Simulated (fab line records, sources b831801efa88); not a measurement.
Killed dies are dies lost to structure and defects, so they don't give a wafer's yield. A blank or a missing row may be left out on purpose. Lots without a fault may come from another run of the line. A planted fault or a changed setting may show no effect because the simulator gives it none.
Chamber matching | flow gf180mcu | GF_V2_ETCH_16 on rie_diel-02: 4 sister chambers
The step etches BARC in N2/H2. 4 wafers are shown with their chamber, then 10 later ones without.

WAFERS WITH THEIR CHAMBER
wafer  | chamber | drypump_motor_current_A (A)
L090.6 | 1       | 6.1
L091.6 | 3       | 5.8
L093.1 | 2       | 5.4
L093.3 | 0       | 5.4

WAFERS WITHOUT THEIR CHAMBER
wafer  | drypump_motor_current_A (A)
L093.6 | 5.4
L094.1 | 5.8
L094.3 | 6.1
L094.6 | 5.4
L096.2 | 5.4
L096.3 | 5.8
L096.4 | 5.5
L097.3 | 5.4
L097.5 | 5.8
L097.6 | 5.4

WHICH CHAMBER EACH WENT THROUGH
wafer  | from the rows above     | in truth
L093.6 | can't be placed: 0 or 2 | 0
L094.1 | 3                       | 3
L094.3 | 1                       | 1
L094.6 | can't be placed: 0 or 2 | 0
L096.2 | can't be placed: 0 or 2 | 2
L096.3 | 3                       | 3
L096.4 | can't be placed: 0 or 2 | 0
L097.3 | can't be placed: 0 or 2 | 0
L097.5 | 3                       | 3
L097.6 | can't be placed: 0 or 2 | 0
Placed correctly: 4 of 10. Can't be placed from these rows: 6 (the true chamber is among the candidates in 6). Placed wrongly: 0.
How it was worked out, from the rows above alone: a wafer's distance from a chamber is the root of the sum, over the readings, of the square of ((its reading less the chamber's mean) divided by the reading's scatter). The wafer belongs to the nearest chamber; if the next one is less than 2 further off, it can't be placed. A chamber's mean is the mean of its shown wafers. The scatter: with one shown wafer a chamber, the root of the mean of the squares of how far each hidden wafer lies from its nearest shown one.
